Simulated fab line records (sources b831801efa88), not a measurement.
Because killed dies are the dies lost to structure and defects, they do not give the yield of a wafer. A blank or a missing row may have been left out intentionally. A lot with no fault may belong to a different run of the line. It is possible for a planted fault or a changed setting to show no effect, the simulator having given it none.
Tool commonality check | flow sky130 | 11 lots and 33 wafers in the sample

== WHY THIS WAS OPENED ==
1 of 11 lots carry a flag on the reading SPACER_CVD_00_THK at SKY_SPACER_THK_MEAS_01. No-fault wafers: 43.0 nm, standard deviation 0.39.
Rule: flag the lot when none of its wafers has a number, or when each of its wafers that has one lies beyond 4 standard deviations from that mean. The other lots count as sound.

lot  | measured     | on            | SPACER_CVD_00_THK (nm), wafer by wafer | flag
L340 | day 23 08:08 | film metro-01 | 43.0 42.6 42.5                         |
L341 | day 24 21:05 | film metro-03 | 43.2 43.1 43.1                         |
L342 | day 24 23:08 | film metro-03 | 43.1 43.4 43.1                         |
L344 | day 25 00:20 | film metro-01 | 42.8 43.2 43.1                         |
L345 | day 25 00:20 | film metro-04 | 42.6 42.8 42.4                         |
L347 | day 25 19:28 | film metro-01 | 42.7 42.4 42.5                         |
L348 | day 26 05:04 | film metro-03 | 43.4 43.1 43.2                         |
L351 | day 27 07:22 | film metro-03 | 39.5 39.6 39.9                         | FLAGGED
L360 | day 30 04:43 | film metro-01 | 43.3 43.4 43.4                         |
L361 | day 30 09:20 | film metro-03 | 42.7 43.1 42.9                         |
L362 | day 30 15:12 | film metro-03 | 42.2 42.2 42.0                         |
On average the flagged lots' numbers are 39.7 nm, which is -3.3 nm against the usual, or -9 standard deviations.

== EACH LOT AND THE TOOL IT RAN ON ==
The record keeps 1 process step preceding the reading, out of 708 steps on the route. Every cell lists first the tool, next ch and the chambers used by the sampled wafers, and last the start.
lot  | flag    | SKY_SPACER_CVD_00
L340 |         | lpcvd-02 ch 0, day 23 06:19
L341 |         | lpcvd-02 ch 1, day 24 19:52
L342 |         | lpcvd-02 ch 0, day 24 21:55
L344 |         | lpcvd-02 ch 0, day 24 23:07
L345 |         | lpcvd-02 ch 1, day 24 23:07
L347 |         | lpcvd-02 ch 0, day 25 18:16
L348 |         | lpcvd-02 ch 1, day 26 03:52
L351 | FLAGGED | lpcvd-02 ch 1, day 27 06:10
L360 |         | lpcvd-02 ch 1, day 30 02:55
L361 |         | lpcvd-02 ch 1, day 30 08:06
L362 |         | lpcvd-02 ch 1, day 30 14:00
These steps, and what they do:
- SKY_SPACER_CVD_00: deposits Si3N4 from DCS/NH3, target thk 43.1 nm, time 740 s.
- SKY_SPACER_THK_MEAS_01

== FLAGGED AGAINST TOTAL, ONE TOOL AT A TIME (gauges that did the reading follow at the end) ==
step                   | tool          | lots run | flagged | share of the flagged lots | sound lots run after its first flagged lot
SKY_SPACER_CVD_00      | lpcvd-02      | 11       | 1       | all                       | 3 (L360,L361,L362)
SKY_SPACER_THK_MEAS_01 | film metro-01 | 4        | 0       | none                      | -
SKY_SPACER_THK_MEAS_01 | film metro-03 | 6        | 1       | all                       | 2 (L361,L362)
SKY_SPACER_THK_MEAS_01 | film metro-04 | 1        | 0       | none                      | -

== WHAT THE TABLE PERMITS ==
lpcvd-02 at SKY_SPACER_CVD_00 and film metro-03 at SKY_SPACER_THK_MEAS_01 are the 2 rows of the table that ran each flagged lot.
- lpcvd-02 at SKY_SPACER_CVD_00: 1 of its 11 lots flagged. Lots that were sound ran on it after the first flagged one (L360, L361, L362); a persistent fault on the entire tool would not allow that.
- film metro-03 at SKY_SPACER_THK_MEAS_01: 1 of its 6 lots flagged. Lots that were sound ran on it after the first flagged one (L361, L362); a persistent fault on the entire tool would not allow that.
No row of the table ran every flagged lot and no sound lot after the first.

== WHAT HAD BEEN PUT IN BY THE SIMULATOR ==
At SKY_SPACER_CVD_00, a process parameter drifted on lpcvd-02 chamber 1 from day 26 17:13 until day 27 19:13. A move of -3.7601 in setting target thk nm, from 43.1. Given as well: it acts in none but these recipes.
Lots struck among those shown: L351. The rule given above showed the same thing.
